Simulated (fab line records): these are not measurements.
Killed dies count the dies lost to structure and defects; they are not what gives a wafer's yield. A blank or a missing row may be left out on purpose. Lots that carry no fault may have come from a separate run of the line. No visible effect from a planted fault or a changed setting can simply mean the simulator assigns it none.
Which tool was responsible?	flow gf180mcu	7 lots, 21 wafers sampled, at 1 step of a route of 602

WHAT THE GAUGES SHOWED, per wafer
GF_PSD_CD_MEAS_07: target cd 400 nm.
lot	measured	on	cdNm (nm)
L146	day 15 07:23	cdSem-01	401.5 401.1 400.9
L148	day 15 18:19	cdSem-02	401.3 401.1 400.2
L150	day 16 09:13	cdSem-01	401.0 400.4 403.8
L154	day 17 16:51	cdSem-01	401.6 400.1 402.3
L156	day 18 14:04	cdSem-02	398.9 399.8 397.7
L159	day 19 12:29	cdSem-02	403.3 404.8 404.3
L165	day 21 14:42	cdSem-02	401.2 400.1 400.4

WHAT TOOL EACH LOT RAN ON (gives the tool, then ch and the chambers of the sampled wafers, and finally the start)
No process step before these readings appears in the record.

THE ANSWER, worked out from the rows above alone
Rule: the usual values come from the lots themselves. Put in order of their means at a reading, lots are off if they are a third of the lots or fewer, leave a main group of 4 or more, and stand apart from it by a gap of 3 or more times the standard deviation of the main group's means; of several such gaps the widest counts. A main group whose means are all the same, to the digits that the tables above print for the reading, isn't used. A lot without any number at a reading at which 4 lots or more have one is off too. Any other lot the step has rows for is counted as sound.
Across all readings shown, no lot is off: no conclusion can be drawn from this.

WHAT THE SIMULATOR HAD INSERTED
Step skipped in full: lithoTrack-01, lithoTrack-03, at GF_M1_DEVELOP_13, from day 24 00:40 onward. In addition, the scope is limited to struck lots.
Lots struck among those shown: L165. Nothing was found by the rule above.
